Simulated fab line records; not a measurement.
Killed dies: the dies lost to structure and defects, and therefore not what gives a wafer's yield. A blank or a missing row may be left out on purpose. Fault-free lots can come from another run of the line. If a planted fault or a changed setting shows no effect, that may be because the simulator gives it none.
A struck lot beside a sound one -- flow sfqLine -- 32 steps out of a route of 325
Sound: these wafers, L640.1, L640.4, L640.5. Struck: wafer L646.3. (L646.2, L646.6 of the same lot were not struck and are left out.) The cause comes at the end.
At each step with rows: each side's tool, then ch and its chambers, then its first start. Under that, the readings that differ: sound wafers -- struck wafers -- difference of the means -- sigmas: that difference in standard deviations of wafers without a fault.
alike: words and numbers the same on both sides, and readings whose means are apart by under 2 such deviations; not compared: readings that were withheld, readings missing a value for some wafer, numbers with overlapping values and no deviation given by the record, and bounds like >300 which may hide the same value.
The two part at a step that has a row with sigmas, a row that says differs or no value, or rows on one side only. Non-overlapping numbers with no deviation appear without sigmas and do not part them. A reading that every wafer of one side lacks parts them only if that side has two wafers or more.

SFQ_INCOMING_BOW_MEAS_900:
  sound: filmMetro-01 at day 1 20:00; struck: filmMetro-03 at day 3 02:01
  alike: INCOMING_BOW
then, 1 step without rows for these wafers: SFQ_TRILAYER_INCOMING_OXIDATION_002 (target thk 500 nm, ox time 4939 s).
SFQ_TRILAYER_L0_DEP_SPUTTER_003: material MoNx KI, target thk 40 nm, time 100 s.
  sound: pvdSputter-05 at day 1 22:29; struck: pvdSputter-05 at day 3 04:29
reading,sound,struck,difference,sigmas
model.MoNx_KI_of_TRILAYER_L0_DEP_SPUTTER_003.thkNm (nm),39.85 40.07 39.88,16.12,-23.81,
  alike: chamberPressurePa, throttleValvePct
SFQ_L0_RS_MEAS_901: a four-point-probe measurement.
  sound: filmMetro-01 at day 1 22:34; struck: filmMetro-02 at day 3 04:35
reading,sound,struck,difference,sigmas
L0_MONX_KI_RS (ohm/sq),43.6 43.3 43.7,108.0,+64.5,+99 or more
SFQ_L0_THK_MEAS_902: measures by xrf.
  sound: filmMetro-01 at day 1 22:41; struck: filmMetro-02 at day 3 04:41
reading,sound,struck,difference,sigmas
L0_MONX_KI_THK (nm),39.7 39.8 39.2,16.1,-23.5,-53
then, 6 steps without rows for these wafers: SFQ_TRILAYER_L0_LITHO_COAT_010 (resist thk 62 nm); SFQ_TRILAYER_L0_LITHO_COAT_005 (resist thk 600 nm); SFQ_TRILAYER_L0_LITHO_SOFTBAKE_009; SFQ_TRILAYER_L0_LITHO_EXPOSE_006 (exposes mask L0, target cd 2000 nm); SFQ_TRILAYER_L0_LITHO_PEB_008 (peb time 60 s); SFQ_TRILAYER_L0_LITHO_DEVELOP_007 (time 60 s).
-- the record jumps here: 3 days lie between the struck wafers' starts before and after --
SFQ_TRILAYER_L0_BARC_OPEN_METAL_ETCH_010: etches BARC in O2, target depth 125 nm, time 41.7 s.
  sound on rieMetal-03 ch 0, day 4 11:49; struck on rieMetal-04 ch 1, day 5 17:23
reading,sound,struck,difference,sigmas
drypumpMotorCurrentA (A),5.5 5.5 5.5,6.2,+0.7,+2
  alike: oesProductAu
  not compared: rfHoursCounterH
SFQ_TRILAYER_L0_ETCH_METAL_ETCH_008: etches MoNx KI in SF6/O2, stops on SiO2, target depth 50 nm, time 25 s.
  sound on rieMetal-03 ch 0, day 4 11:56; struck on rieMetal-04 ch 1, day 5 17:26
reading,sound,struck,difference,sigmas
drypumpMotorCurrentA (A),5.4 5.4 5.4,6.2,+0.8,+2
oesProductAu (a.u.),0.873 0.876 0.872,0.576,-0.298,-49
  not compared: rfHoursCounterH
SFQ_TRILAYER_L0_STRIP_STRIP_009: strips in O2.
  sound on rieMetal-03 ch 0, day 4 12:01; struck on rieMetal-04 ch 1, day 5 17:29
reading,sound,struck,difference,sigmas
drypumpMotorCurrentA (A),5.4 5.5 5.4,6.3,+0.9,+3
  alike: oesProductAu
  not compared: rfHoursCounterH
then, 1 step without rows for these wafers: SFQ_TRILAYER_L0_STRIP_SOLV_CLEAN_010 (cleans in NMP, time 600 s).
SFQ_TRILAYER_L0_CAP_PECVD_011: deposits SiO2 from SiH4/N2O, time 13.333 s, target thk 60 nm.
  sound on pecvd-03 ch 0,1,2, day 4 13:25; struck on pecvd-03 ch 0, day 5 18:17
  alike: heaterPowerW, throttleValvePct
then, 6 steps without rows for these wafers: SFQ_TRILAYER_L0_VIA_LITHO_COAT_018 (resist thk 62 nm); SFQ_TRILAYER_L0_VIA_LITHO_COAT_013 (resist thk 650 nm); SFQ_TRILAYER_L0_VIA_LITHO_SOFTBAKE_017; SFQ_TRILAYER_L0_VIA_LITHO_EXPOSE_014 (exposes mask L0V, target cd 700 nm); SFQ_TRILAYER_L0_VIA_LITHO_PEB_016 (peb time 60 s); SFQ_TRILAYER_L0_VIA_LITHO_DEVELOP_015 (time 60 s).
-- the record jumps here: 3 days lie between the struck wafers' starts before and after --
SFQ_L0V_OVL_MEAS_903:
  sound: overlay-02 at day 7 09:04; struck: overlay-02 at day 8 19:20
reading,sound,struck,difference,sigmas
L0V_OVL (nm),12 9 10,-7,-17,-3
SFQ_TRILAYER_L0_VIA_BARC_OPEN_VIA_ETCH_021: etches BARC in O2, target depth 125 nm, time 41.7 s.
  sound on rieDiel-02 ch 0,3, day 7 09:06; struck on rieDiel-04 ch 1, day 8 19:22
  alike: drypumpMotorCurrentA, oesProductAu
  not compared: rfHoursCounterH
SFQ_TRILAYER_L0_VIA_ETCH_VIA_ETCH_016: etches SiO2 in CHF3, stops on MoNx KI, target depth 80 nm.
  sound on rieDiel-02 ch 0,3, day 7 09:08; struck on rieDiel-04 ch 1, day 8 19:24
  alike: drypumpMotorCurrentA, oesProductAu
then, 4 steps without rows for these wafers: SFQ_TRILAYER_L0_VIA_STRIP_STRIP_017 (strips in O2); SFQ_TRILAYER_L0_VIA_STRIP_SOLV_CLEAN_018 (cleans in NMP, time 600 s); SFQ_TRILAYER_M0_DEP_PRE_CLEAN_020 (time 15 s); SFQ_TRILAYER_M0_DEP_SPUTTER_019 (material Nb, target thk 200 nm, time 133.3 s).
SFQ_M0_RS_MEAS_904: a four-point-probe measurement.
  sound: filmMetro-03 at day 7 10:27; struck: filmMetro-01 at day 8 20:21
  alike: M0_NB_RS
then, 1 step without rows for these wafers: SFQ_TRILAYER_M0_LITHO_COAT_026 (resist thk 62 nm).
-- the record jumps here: 81 days lie between the struck wafers' starts before and after --
SFQ_M8_BOW_MEAS_951:
  sound: filmMetro-02 at day 88 03:50; struck: filmMetro-04 at day 90 00:29
reading,sound,struck,difference,sigmas
model.etest.l0.ohmSq,43.69 43.45 43.65,108,+64,
model.etest.l0v.linkOhm,44.61 44.38 44.58,108.9,+64.4,
model.etest.l0.ohmUm,21.86 21.74 21.83,54.06,+32.25,
  alike: M8_BOW

== WHERE THEY PART ==
At SFQ_L0_RS_MEAS_901 first; at SFQ_L0V_OVL_MEAS_903 last (within this record only). Later steps at which nothing parts them and some readings are alike: SFQ_TRILAYER_L0_VIA_BARC_OPEN_VIA_ETCH_021, SFQ_TRILAYER_L0_VIA_ETCH_VIA_ETCH_016, SFQ_M0_RS_MEAS_904, SFQ_M8_BOW_MEAS_951.

WHY: whatever the simulator had introduced
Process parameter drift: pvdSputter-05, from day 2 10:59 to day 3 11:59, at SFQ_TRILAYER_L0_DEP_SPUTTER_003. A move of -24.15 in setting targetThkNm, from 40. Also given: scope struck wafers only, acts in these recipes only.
